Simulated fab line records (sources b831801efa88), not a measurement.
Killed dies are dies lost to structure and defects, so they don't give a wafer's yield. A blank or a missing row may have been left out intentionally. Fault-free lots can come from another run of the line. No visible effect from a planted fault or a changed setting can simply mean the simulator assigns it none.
fab line records	flow sky130
record: lots: 12	wafers: 36	lastDay: 50
route steps=708 shown METAL1@453 VIA1@480 METAL2@499 VIA2@507 PAD_OPEN@708
lots untouched by any fault: they come from a run of this same line in which no faults occurred
startH: hours from the record's opening day to when the first of the lot's shown wafers began	waitH: hours since the lot's step before	" as in the row above	L1.1+2: a single row standing in for several wafers	- no value, or no start given	* or withheld: withheld	< > ~ a bound
route shown NAME@n: NAME is a module with steps in the file, n the number in the route of the first one	usual: the fault-free wafers' mean and standard deviation	same: alike in all rows	chamber/n: place in a boat	sites: each site's reading	_std_site: standard deviation of those values	_edge_site: mean of outer sites minus mean of inner sites	radiusMm: for every site, how far away it sits from the centre of the wafer	mask NAME#n: copy n	behind: the tool/chamber that last shaped the wafer	hold: cause of the lot's hold/its duration in hours/its outcome	device: the transistor (n, p or np) that didn't switch	end of line: tests of these same wafers at the route's end	where a step has no rows: the recipe by itself	killed: count of dies lost to structure and defects at first sort (not the wafer's yield)	map: per-die view of a wafer (x killed, . not killed, _ where there is no die)
set.NAME: the setting that was run; set.NAME@STEP: the one run at that earlier step	model.NAME: the simulator's own value behind a step, which no gauge read
the route's steps for a sample of lots (tables are steps, rows are wafers)
services: from which hour (startH, from the record's first day; less than 0 if before it) a tool's chamber was out of use, for how many hours, and why
== steps ==
step: SKY_METAL1_METAL_ETCH_19
recipe: targetDepthA: 3600	stopOn: SiO2	overEtchFrac: 0.3	timeS: 78	chemistry: Cl2/BCl3	resistSidewallDeg: 88	pressureMtorr: 10	icpW: 900	biasW: 48.5	Cl2_flow_sccm: 60	bcl3FlowSccm: 30
usual: drypumpMotorCurrentA: 5.62/0.16	mfcCl2Sccm: 60.00/0.17	oesProductAu: 0.854/0.006	throttleValvePct: 22.264/0.0088
lot.wafer	tool	chamber	startH	waitH	drypumpMotorCurrentA	mfcCl2Sccm	oesProductAu	rfHoursCounterH	throttleValvePct
L306.1	rieMetal-03	0	760.15	0.0	5.81	59.71	0.850	5	22.257
L306.5	"	1	"	"	5.62	60.17	0.863	-	22.263
L306.6	"	0	"	"	5.80	59.90	0.858	-	22.278
L307.2	rieMetal-03	0	768.05	0.0	5.77	60.24	0.850	5	22.267
L307.4	"	1	"	"	5.58	59.95	0.854	-	22.265
L307.6	"	0	"	"	5.78	59.92	0.853	-	22.263
L308.1	rieMetal-03	0	784.15	0.0	5.81	60.04	0.850	6	22.265
L308.4	"	1	"	"	5.58	59.81	0.847	-	22.271
L308.5	"	0	"	"	5.78	59.81	0.855	-	22.270
L311.2	rieMetal-04	0	807.38	0.0	5.47	59.80	0.853	6	22.262
L311.3	"	0	"	"	5.46	59.86	0.854	-	22.261
L311.4	"	1	"	"	5.65	60.07	0.852	-	22.255
L320.4	rieMetal-03	1	867.86	0.1	5.62	59.80	0.847	-	22.262
L320.5	"	0	"	"	5.79	59.86	0.848	-	22.262
L320.6	"	1	"	"	5.60	59.74	0.865	-	22.266
L322.2	rieMetal-03	1	895.45	0.0	5.62	59.68	0.846	3	22.252
L322.3	"	1	"	"	5.61	59.57	0.851	-	22.264
L322.4	"	0	"	"	5.78	60.24	0.852	-	22.277
L324.1	rieMetal-04	0	907.53	0.0	5.47	59.92	0.848	9	22.272
L324.2	"	1	"	"	5.66	60.01	0.856	11	22.264
L324.4	"	0	"	"	5.46	60.21	0.860	-	22.280
L323.3	rieMetal-01	1	909.66	0.1	5.35	59.93	0.867	-	22.260
L323.5	"	0	"	"	5.68	59.92	0.858	-	22.279
L323.6	"	1	"	"	5.33	59.78	0.845	-	22.260
L325.3	rieMetal-01	0	916.28	0.1	5.64	60.13	0.864	-	22.266
L325.5	"	1	"	"	5.34	59.83	0.855	-	22.265
L325.6	"	0	"	"	5.67	60.08	0.851	-	22.275
L327.1	rieMetal-03	0	918.50	0.0	5.79	60.17	0.854	12	22.271
L327.2	"	1	"	"	5.62	60.01	0.849	5	22.270
L327.3	"	1	"	"	5.69	60.13	0.851	-	22.254
L328.2	rieMetal-01	0	924.13	0.0	5.66	60.33	0.856	12	22.253
L328.3	"	1	"	"	5.34	59.71	0.850	-	22.249
L328.6	"	0	"	"	5.67	59.98	0.857	-	22.265
L329.2	rieMetal-01	1	934.48	0.0	5.37	60.09	0.857	14	22.248
L329.4	"	1	"	"	5.35	59.95	0.854	-	22.257
L329.6	"	0	"	"	5.70	59.96	0.859	-	22.263
step: SKY_VIA1_RS_MEAS_22
recipe: thkMeasGauge: four-point-probe	reads: W_of_VIA1_CVD_21+TiN_of_VIA1_SPUTTER_20
usual: VIA1_W_RS: 0.428/0.0056
lot.wafer	tool	chamber	startH	waitH	VIA1_W_RS[ohm/sq]
L306.1	filmMetro-03	-	789.45	0.1	0.436
L306.5	"	-	"	"	0.430
L306.6	"	-	"	"	0.436
L307.2	filmMetro-02	-	797.02	0.1	0.434
L307.4	"	-	"	"	0.429
L307.6	"	-	"	"	0.441
L308.1	filmMetro-03	-	812.08	0.1	0.429
L308.4	"	-	"	"	0.430
L308.5	"	-	"	"	0.426
L311.2	filmMetro-03	-	836.38	0.1	0.422
L311.3	"	-	"	"	0.421
L311.4	"	-	"	"	0.419
L320.4	filmMetro-04	-	895.76	0.1	0.428
L320.5	"	-	"	"	0.432
L320.6	"	-	"	"	0.427
L322.2	filmMetro-04	-	922.52	0.1	0.426
L322.3	"	-	"	"	0.430
L322.4	"	-	"	"	0.432
L324.1	filmMetro-03	-	934.87	0.1	0.427
L324.2	"	-	"	"	0.436
L324.4	"	-	"	"	0.427
L323.3	filmMetro-03	-	936.47	0.1	0.427
L323.5	"	-	"	"	0.434
L323.6	"	-	"	"	0.430
L325.3	filmMetro-04	-	943.57	0.1	0.424
L325.5	"	-	"	"	0.425
L325.6	"	-	"	"	0.431
L327.1	filmMetro-04	-	945.05	0.1	0.436
L327.2	"	-	"	"	0.431
L327.3	"	-	"	"	0.433
L328.2	filmMetro-03	-	951.91	0.1	0.424
L328.3	"	-	"	"	0.423
L328.6	"	-	"	"	0.423
L329.2	filmMetro-02	-	961.69	0.1	0.423
L329.4	"	-	"	"	0.427
L329.6	"	-	"	"	0.423
step: SKY_METAL2_OVL_MEAS_16
usual: METAL2_OVL: -1/4.8
lot.wafer	tool	chamber	startH	waitH	METAL2_OVL[nm]
L306.1	overlay-01	-	816.87	0.1	-2
L306.5	"	-	"	"	2
L306.6	"	-	"	"	-5
L307.2	overlay-01	-	823.86	0.1	7
L307.4	"	-	"	"	0
L307.6	"	-	"	"	-4
L308.1	overlay-02	-	839.38	0.1	1
L308.4	"	-	"	"	10
L308.5	"	-	"	"	1
L311.2	overlay-02	-	862.91	0.1	-7
L311.3	"	-	"	"	1
L311.4	"	-	"	"	-4
L320.4	overlay-01	-	921.42	0.1	3
L320.5	"	-	"	"	5
L320.6	"	-	"	"	1
L322.2	overlay-02	-	948.22	0.1	-13
L322.3	"	-	"	"	-10
L322.4	"	-	"	"	-8
L324.1	overlay-01	-	960.50	0.1	-8
L324.2	"	-	"	"	-5
L324.4	"	-	"	"	-5
L323.3	overlay-01	-	962.00	0.1	1
L323.5	"	-	"	"	0
L323.6	"	-	"	"	-4
L325.3	overlay-02	-	968.85	0.1	5
L325.5	"	-	"	"	8
L325.6	"	-	"	"	0
L327.1	overlay-02	-	970.67	0.1	-13
L327.2	"	-	"	"	-5
L327.3	"	-	"	"	-8
L328.2	overlay-01	-	977.94	0.1	-5
L328.3	"	-	"	"	2
L328.6	"	-	"	"	-1
L329.2	overlay-01	-	987.71	0.1	-2
L329.4	"	-	"	"	-2
L329.6	"	-	"	"	-1
step: SKY_VIA2_HDPCVD_00
recipe: material: SiO2	targetThkNm: 1180	sigmaOpenFrac: 0.3	timeS: 196.7	tempC: 400	sih4FlowSccm: 60	pressureMtorr: 6
usual: susceptorTempC: 400.03/0.23
lot.wafer	tool	chamber	startH	waitH	susceptorTempC
L306.1	hdpcvd-02	1	817.68	0.0	400.17
L306.5	"	1	"	"	400.45
L306.6	"	2	"	"	400.19
L307.2	hdpcvd-02	2	824.66	0.0	399.78
L307.4	"	2	"	"	400.21
L307.6	"	0	"	"	400.10
L308.1	hdpcvd-02	0	840.20	0.0	399.97
L308.4	"	2	"	"	399.99
L308.5	"	0	"	"	399.96
L311.2	hdpcvd-02	2	863.71	0.0	400.16
L311.3	"	1	"	"	400.14
L311.4	"	0	"	"	399.52
L320.4	hdpcvd-01	0	922.28	0.1	399.70
L320.5	"	2	"	"	399.97
L320.6	"	1	"	"	400.05
L322.2	hdpcvd-01	0	949.03	0.0	399.96
L322.3	"	1	"	"	400.72
L322.4	"	2	"	"	399.75
L324.1	hdpcvd-01	2	961.42	0.1	400.20
L324.2	"	1	"	"	399.99
L324.4	"	0	"	"	399.92
L323.3	hdpcvd-01	0	962.83	0.0	400.15
L323.5	"	1	"	"	399.82
L323.6	"	0	"	"	400.08
L325.3	hdpcvd-02	0	969.70	0.0	400.02
L325.5	"	1	"	"	399.78
L325.6	"	0	"	"	400.15
L327.1	hdpcvd-02	2	971.50	0.0	399.81
L327.2	"	0	"	"	400.32
L327.3	"	1	"	"	400.20
L328.2	hdpcvd-02	2	978.75	0.0	400.33
L328.3	"	1	"	"	399.94
L328.6	"	2	"	"	399.87
L329.2	hdpcvd-01	1	988.51	0.0	399.80
L329.4	"	0	"	"	399.71
L329.6	"	1	"	"	399.69
step: SKY_VIA2_THK_MEAS_01
recipe: reads: SiO2_of_VIA2_HDPCVD_00
usual: VIA2_HDPCVD_THK: 1182/13
lot.wafer	tool	chamber	startH	waitH	VIA2_HDPCVD_THK[nm]
L306.1	filmMetro-04	-	817.80	0.1	1172
L306.5	"	-	"	"	1183
L306.6	"	-	"	"	1176
L307.2	filmMetro-03	-	824.80	0.1	1171
L307.4	"	-	"	"	1189
L307.6	"	-	"	"	1175
L308.1	filmMetro-01	-	840.33	0.1	1187
L308.4	"	-	"	"	1182
L308.5	"	-	"	"	1202
L311.2	filmMetro-01	-	863.85	0.1	543
L311.3	"	-	"	"	1169
L311.4	"	-	"	"	1173
L320.4	filmMetro-03	-	922.37	0.0	1167
L320.5	"	-	"	"	1181
L320.6	"	-	"	"	1178
L322.2	filmMetro-01	-	949.17	0.1	1186
L322.3	"	-	"	"	1198
L322.4	"	-	"	"	1179
L324.1	filmMetro-03	-	961.54	0.1	1192
L324.2	"	-	"	"	1172
L324.4	"	-	"	"	1193
L323.3	filmMetro-03	-	962.97	0.1	1186
L323.5	"	-	"	"	1176
L323.6	"	-	"	"	1183
L325.3	filmMetro-03	-	969.84	0.1	1191
L325.5	"	-	"	"	1174
L325.6	"	-	"	"	1192
L327.1	filmMetro-04	-	971.63	0.1	1147
L327.2	"	-	"	"	1195
L327.3	"	-	"	"	1173
L328.2	filmMetro-03	-	978.89	0.1	1146
L328.3	"	-	"	"	1185
L328.6	"	-	"	"	1154
L329.2	filmMetro-03	-	988.65	0.1	1175
L329.4	"	-	"	"	1180
L329.6	"	-	"	"	1160
step: SKY_PAD_OPEN_PROBE_99
usual: defectLimitedYield: 82.3/1.9	killed_at_M0_to_M3: 45/6.6	killed_at_M4_up: 3.1/1.6	killedAtContacts: 24/5	killedAtFrontEnd: 14/4.4	killedAtOther: 0.3/0.58	killedDies: 87/9.2	killedOpen: 47/6.7	killedShort: 40/6.4
same: grossDies: 492	killedAtBackSide: 0
lot.wafer	tool	chamber	startH	waitH	defectLimitedYield[%]	killed_at_M0_to_M3	killed_at_M4_up	killedAtContacts	killedAtFrontEnd	killedAtOther	killedDies	killedOpen	killedShort
L306.1	prober-01	-	1074.15	0.1	84.8	40	4	25	5	1	75	46	29
L306.5	prober-01	-	1074.35	0.2	84.6	37	0	26	13	0	76	48	28
L306.6	prober-01	-	1074.40	0.2	83.5	38	2	25	16	0	81	44	37
L307.2	prober-02	-	1078.60	0.1	82.9	42	1	25	16	0	84	46	38
L307.4	prober-02	-	1078.70	0.2	83.3	35	4	27	16	0	82	42	40
L307.6	prober-02	-	1078.80	0.2	80.5	44	6	28	18	0	96	48	48
L308.1	prober-01	-	1088.12	0.1	82.1	45	0	24	18	1	88	41	47
L308.4	prober-01	-	1088.27	0.2	82.3	44	1	26	16	0	87	46	41
L308.5	prober-01	-	1088.32	0.2	81.7	38	3	33	16	0	90	44	46
L311.2	prober-02	-	1110.27	0.1	83.1	42	1	24	16	0	83	49	34
L311.3	prober-02	-	1110.32	0.2	80.5	50	4	23	19	0	96	48	48
L311.4	prober-02	-	1110.37	0.2	82.9	37	2	32	13	0	84	51	33
L320.4	prober-01	-	1155.06	0.2	80.9	54	2	27	11	0	94	52	42
L320.5	prober-01	-	1155.11	0.2	83.5	46	3	22	9	1	81	41	40
L320.6	prober-01	-	1155.16	0.2	82.9	45	4	23	12	0	84	42	41
L322.2	prober-01	-	1171.40	0.1	83.9	36	7	26	10	0	79	37	42
L322.3	prober-01	-	1171.45	0.2	83.3	52	3	20	7	0	82	39	43
L322.4	prober-01	-	1171.50	0.2	80.5	51	6	28	11	0	96	44	52
L324.1	prober-02	-	1182.00	0.1	82.1	47	4	20	16	1	88	50	38
L324.2	prober-02	-	1182.05	0.1	84.1	39	2	20	17	0	78	38	40
L324.4	prober-02	-	1182.15	0.2	79.9	57	5	23	13	1	99	57	42
L323.3	prober-01	-	1183.91	0.2	83.5	35	4	29	10	3	81	52	29
L323.5	prober-01	-	1184.01	0.2	83.9	44	5	17	13	0	79	37	42
L323.6	prober-01	-	1184.06	0.2	84.1	39	2	28	9	0	78	44	34
L325.3	prober-01	-	1187.74	0.2	77.4	49	4	39	18	1	111	64	47
L325.5	prober-01	-	1187.84	0.2	78.3	56	3	31	16	1	107	55	52
L325.6	prober-01	-	1187.89	0.2	78.5	55	5	32	14	0	106	59	47
L327.1	prober-02	-	1190.41	0.1	85.4	41	1	15	15	0	72	34	38
L327.2	prober-02	-	1190.46	0.1	83.3	43	3	26	10	0	82	46	36
L327.3	prober-02	-	1190.51	0.2	84.3	41	1	22	13	0	77	41	36
L328.2	prober-01	-	1193.65	0.1	78.7	58	1	28	18	0	105	60	45
L328.3	prober-01	-	1193.70	0.2	82.7	45	3	25	12	0	85	46	39
L328.6	prober-01	-	1193.85	0.2	82.9	47	4	22	11	0	84	48	36
L329.2	prober-02	-	1200.75	0.1	81.7	48	3	25	14	0	90	49	41
L329.4	prober-02	-	1200.85	0.2	82.9	44	3	26	10	1	84	47	37
L329.6	prober-02	-	1200.95	0.2	83.3	50	2	25	5	0	82	35	47
killed by level:class
L306.1 VIA3:geometricParticle:open=12 CONTACT:geometricParticle:open=11 VIA1:geometricParticle:open=10 LI_CONTACT:geometricParticle:open=6 METAL1:geometricParticle:short=4 METAL2:geometricParticle:short=4 POLY_GATE:geometricParticle:short=3 LOCAL_INTERCONNECT:geometricParticle:short=3
L306.5 LI_CONTACT:geometricParticle:open=10 CONTACT:geometricParticle:open=9 VIA1:geometricParticle:open=9 VIA3:geometricParticle:open=8 VIA2:geometricParticle:open=5 POLY_GATE:geometricParticle:short=4 LOCAL_INTERCONNECT:geometricParticle:short=4 VIA3:geometricParticle:short=4
L306.6 VIA3:geometricParticle:open=8 METAL2:geometricParticle:short=7 CONTACT:geometricParticle:open=7 POLY_GATE:geometricParticle:open=7 VIA1:geometricParticle:open=7 LI_CONTACT:geometricParticle:open=6 POLY_GATE:geometricParticle:short=4 LI_CONTACT:geometricParticle:short=4
L307.2 CONTACT:geometricParticle:open=9 VIA1:geometricParticle:open=9 CONTACT:geometricParticle:short=7 LI_CONTACT:geometricParticle:open=6 FIELD_ISO:geometricParticle:open=5 METAL1:geometricParticle:short=5 METAL2:geometricParticle:short=5 VIA3:geometricParticle:open=4
L307.4 CONTACT:geometricParticle:open=11 CONTACT:geometricParticle:short=7 VIA1:geometricParticle:open=7 POLY_GATE:geometricParticle:open=6 VIA3:geometricParticle:open=5 FIELD_ISO:geometricParticle:short=4 LI_CONTACT:geometricParticle:open=4 METAL1:geometricParticle:short=4
L307.6 CONTACT:geometricParticle:open=12 VIA1:geometricParticle:open=10 METAL1:geometricParticle:short=7 FIELD_ISO:geometricParticle:short=6 LOCAL_INTERCONNECT:geometricParticle:short=6 METAL3:geometricParticle:short=6 POLY_GATE:geometricParticle:short=5 VIA1:geometricParticle:short=5
L308.1 METAL1:geometricParticle:short=9 CONTACT:geometricParticle:open=7 VIA1:geometricParticle:open=7 METAL2:geometricParticle:short=7 POLY_GATE:geometricParticle:short=5 LOCAL_INTERCONNECT:geometricParticle:short=5 CONTACT:geometricParticle:short=5 FIELD_ISO:geometricParticle:open=4
L308.4 CONTACT:geometricParticle:open=8 VIA1:geometricParticle:open=7 CONTACT:geometricParticle:short=7 VIA2:geometricParticle:open=7 VIA3:geometricParticle:open=6 METAL1:geometricParticle:short=6 LI_CONTACT:geometricParticle:open=5 FIELD_ISO:geometricParticle:short=4
L308.5 CONTACT:geometricParticle:open=9 LOCAL_INTERCONNECT:geometricParticle:short=8 CONTACT:geometricParticle:short=8 VIA3:geometricParticle:open=7 LI_CONTACT:geometricParticle:open=7 FIELD_ISO:geometricParticle:open=6 METAL2:geometricParticle:short=6 VIA2:geometricParticle:short=5
L311.2 VIA1:geometricParticle:open=12 CONTACT:geometricParticle:open=8 LOCAL_INTERCONNECT:geometricParticle:short=6 METAL1:geometricParticle:short=6 VIA2:geometricParticle:open=6 LI_CONTACT:geometricParticle:open=5 METAL2:geometricParticle:short=5 VIA3:geometricParticle:open=5
L311.3 LI_CONTACT:geometricParticle:open=11 METAL1:geometricParticle:short=11 CONTACT:geometricParticle:open=9 VIA1:geometricParticle:short=9 FIELD_ISO:geometricParticle:short=7 VIA2:geometricParticle:open=6 VIA1:geometricParticle:open=6 POLY_GATE:geometricParticle:short=4
L311.4 CONTACT:geometricParticle:open=14 VIA3:geometricParticle:open=8 LI_CONTACT:geometricParticle:open=7 VIA1:geometricParticle:open=7 CONTACT:geometricParticle:short=6 FIELD_ISO:geometricParticle:open=5 METAL1:geometricParticle:short=5 FIELD_ISO:geometricParticle:short=4
L320.4 VIA1:geometricParticle:open=12 CONTACT:geometricParticle:open=9 VIA2:geometricParticle:open=9 LOCAL_INTERCONNECT:geometricParticle:short=7 VIA3:geometricParticle:open=7 METAL1:geometricParticle:short=5 METAL2:geometricParticle:short=5 VIA2:geometricParticle:short=5
L320.5 VIA1:geometricParticle:open=12 CONTACT:geometricParticle:open=8 VIA2:geometricParticle:open=8 CONTACT:geometricParticle:short=7 VIA1:geometricParticle:short=5 VIA2:geometricParticle:short=5 METAL2:geometricParticle:short=4 METAL1:geometricParticle:short=4
L320.6 VIA1:geometricParticle:open=8 CONTACT:geometricParticle:open=8 METAL3:geometricParticle:short=8 LI_CONTACT:geometricParticle:open=7 VIA2:geometricParticle:open=5 VIA3:geometricParticle:open=5 POLY_GATE:geometricParticle:short=4 VIA1:geometricParticle:short=4
L322.2 CONTACT:geometricParticle:open=10 VIA1:geometricParticle:short=6 METAL4:geometricParticle:short=6 LI_CONTACT:geometricParticle:open=5 METAL2:geometricParticle:short=5 VIA2:geometricParticle:open=5 VIA3:geometricParticle:open=5 CONTACT:geometricParticle:short=4
L322.3 VIA3:geometricParticle:open=10 VIA1:geometricParticle:open=9 VIA2:geometricParticle:open=8 METAL2:geometricParticle:short=7 LOCAL_INTERCONNECT:geometricParticle:short=5 CONTACT:geometricParticle:short=5 METAL1:geometricParticle:short=5 CONTACT:geometricParticle:open=4
L322.4 VIA2:geometricParticle:open=10 METAL2:geometricParticle:short=9 CONTACT:geometricParticle:open=8 VIA1:geometricParticle:short=7 LI_CONTACT:geometricParticle:open=6 VIA1:geometricParticle:open=6 CONTACT:geometricParticle:short=5 VIA2:geometricParticle:short=5
L324.1 VIA1:geometricParticle:open=10 LI_CONTACT:geometricParticle:open=8 VIA2:geometricParticle:open=8 CONTACT:geometricParticle:open=7 VIA3:geometricParticle:open=7 POLY_GATE:geometricParticle:open=6 METAL1:geometricParticle:short=6 VIA3:geometricParticle:short=5
L324.2 CONTACT:geometricParticle:open=9 VIA1:geometricParticle:open=6 POLY_GATE:geometricParticle:open=5 METAL1:geometricParticle:short=5 VIA2:geometricParticle:open=5 VIA3:geometricParticle:open=5 FIELD_ISO:geometricParticle:short=4 CONTACT:geometricParticle:short=4
L324.4 VIA1:geometricParticle:open=16 VIA2:geometricParticle:open=11 METAL2:geometricParticle:short=9 CONTACT:geometricParticle:open=8 LI_CONTACT:geometricParticle:open=6 FIELD_ISO:geometricParticle:open=5 VIA3:geometricParticle:open=5 CONTACT:geometricParticle:short=4
L323.3 VIA1:geometricParticle:open=11 LI_CONTACT:geometricParticle:open=11 CONTACT:geometricParticle:open=10 VIA3:geometricParticle:open=6 POLY_GATE:geometricParticle:short=5 VIA2:geometricParticle:open=5 VIA1:geometricParticle:short=4 CONTACT:geometricParticle:short=4
L323.5 VIA3:geometricParticle:open=8 FIELD_ISO:geometricParticle:short=6 LOCAL_INTERCONNECT:geometricParticle:short=6 VIA1:geometricParticle:open=6 LI_CONTACT:geometricParticle:open=5 METAL1:geometricParticle:short=5 VIA1:geometricParticle:short=5 VIA2:geometricParticle:short=5
L323.6 CONTACT:geometricParticle:open=12 VIA1:geometricParticle:open=9 VIA3:geometricParticle:open=7 CONTACT:geometricParticle:short=5 LOCAL_INTERCONNECT:geometricParticle:short=5 VIA1:geometricParticle:short=5 VIA2:geometricParticle:open=4 POLY_GATE:geometricParticle:short=3
L325.3 CONTACT:geometricParticle:open=12 VIA2:geometricParticle:open=12 FIELD_ISO:geometricParticle:open=8 LI_CONTACT:geometricParticle:short=7 CONTACT:geometricParticle:short=7 VIA1:geometricParticle:open=7 VIA3:geometricParticle:open=7 METAL1:geometricParticle:short=6
L325.5 CONTACT:geometricParticle:open=14 VIA1:geometricParticle:open=13 VIA1:geometricParticle:short=8 LI_CONTACT:geometricParticle:open=8 VIA2:geometricParticle:open=8 LOCAL_INTERCONNECT:geometricParticle:short=5 METAL1:geometricParticle:short=5 METAL2:geometricParticle:short=5
L325.6 VIA1:geometricParticle:open=16 CONTACT:geometricParticle:open=12 LI_CONTACT:geometricParticle:open=10 VIA2:geometricParticle:short=7 METAL1:geometricParticle:short=6 FIELD_ISO:geometricParticle:open=5 VIA1:geometricParticle:short=5 VIA2:geometricParticle:open=5
L327.1 CONTACT:geometricParticle:open=7 VIA1:geometricParticle:short=7 VIA1:geometricParticle:open=7 VIA3:geometricParticle:open=6 VIA2:geometricParticle:open=6 METAL1:geometricParticle:short=4 CONTACT:geometricParticle:short=4 VIA2:geometricParticle:short=4
L327.2 CONTACT:geometricParticle:open=10 LI_CONTACT:geometricParticle:open=7 METAL2:geometricParticle:short=7 VIA2:geometricParticle:open=7 VIA3:geometricParticle:open=6 LOCAL_INTERCONNECT:geometricParticle:short=5 VIA1:geometricParticle:open=5 VIA2:geometricParticle:short=5
L327.3 CONTACT:geometricParticle:open=11 METAL1:geometricParticle:short=8 VIA3:geometricParticle:open=8 VIA1:geometricParticle:open=6 CONTACT:geometricParticle:short=5 METAL2:geometricParticle:short=5 FIELD_ISO:geometricParticle:open=4 SPACER:geometricParticle:short=4
L328.2 CONTACT:geometricParticle:open=13 VIA1:geometricParticle:open=12 METAL1:geometricParticle:short=8 METAL3:geometricParticle:short=6 FIELD_ISO:geometricParticle:open=5 METAL1:geometricParticle:open=5 VIA3:geometricParticle:open=5 LI_CONTACT:geometricParticle:open=5
L328.3 CONTACT:geometricParticle:open=15 METAL1:geometricParticle:short=10 VIA1:geometricParticle:open=8 VIA2:geometricParticle:open=7 VIA1:geometricParticle:short=6 VIA2:geometricParticle:short=5 FIELD_ISO:geometricParticle:short=4 LI_CONTACT:geometricParticle:open=4
L328.6 VIA1:geometricParticle:open=9 CONTACT:geometricParticle:open=8 METAL2:geometricParticle:short=8 VIA3:geometricParticle:open=8 LI_CONTACT:geometricParticle:open=7 VIA1:geometricParticle:short=5 METAL1:geometricParticle:short=5 VIA2:geometricParticle:open=5
L329.2 LI_CONTACT:geometricParticle:open=9 CONTACT:geometricParticle:open=8 VIA1:geometricParticle:open=8 VIA1:geometricParticle:short=7 VIA3:geometricParticle:open=6 METAL1:geometricParticle:short=6 METAL2:geometricParticle:short=6 FIELD_ISO:geometricParticle:open=5
L329.4 CONTACT:geometricParticle:open=11 VIA1:geometricParticle:open=11 VIA1:geometricParticle:short=7 CONTACT:geometricParticle:short=6 VIA2:geometricParticle:open=6 LI_CONTACT:geometricParticle:open=5 METAL1:geometricParticle:short=5 POLY_GATE:geometricParticle:open=4
L329.6 CONTACT:geometricParticle:open=9 VIA1:geometricParticle:short=9 CONTACT:geometricParticle:short=8 METAL1:geometricParticle:short=8 VIA1:geometricParticle:open=8 VIA3:geometricParticle:open=7 METAL2:geometricParticle:short=7 VIA2:geometricParticle:open=4
== services ==
tool	chamber	startH	hours	kind
rieMetal-01	1	748.65	1.4	repair
rieMetal-03	1	786.18	-	clean
rieMetal-03	1	786.18	16.5	scheduledDown
rieMetal-03	1	786.18	16.5	ventCycle
rieMetal-03	-	848.49	2.8	pm
hdpcvd-01	-	859.02	5.0	repair
rieMetal-01	-	871.19	1.4	pm
rieMetal-04	-	876.98	1.0	repair
rieMetal-01	0	879.31	26.7	repair
hdpcvd-02	-	950.25	15.0	pm
hdpcvd-02	0	950.25	15.0	ventCycle
hdpcvd-02	1	950.25	15.0	ventCycle
hdpcvd-02	2	950.25	15.0	ventCycle
hdpcvd-02	0	965.25	-	clean
hdpcvd-02	1	965.25	-	clean
hdpcvd-02	2	965.25	-	clean
hdpcvd-02	0	979.60	2.0	repair
hdpcvd-02	-	988.28	6.0	pm
== key ==
firstSign: step: SKY_VIA2_THK_MEAS_01	reading: VIA2_HDPCVD_THK	direction: down	sigmas: 51	usual: 1182	struck: 543
effect none on later readings
metAt SKY_VIA2_HDPCVD_00
struckLots L311
struckWafers L311.2
notActingAt SKY_METAL1_METAL_ETCH_19,SKY_VIA1_RS_MEAS_22,SKY_METAL2_OVL_MEAS_16
onsetBetween 840.20 863.71
fault: kind: processParameterDrift	tool: hdpcvd-02	chamber: -	onsetH: 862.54	steps: SKY_VIA2_HDPCVD_00	channel: targetThkNm	offset: -633.12	shape: step	endH: 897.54	scope: struckWafersOnly	actsIn: theseRecipesOnly	stated: 1180
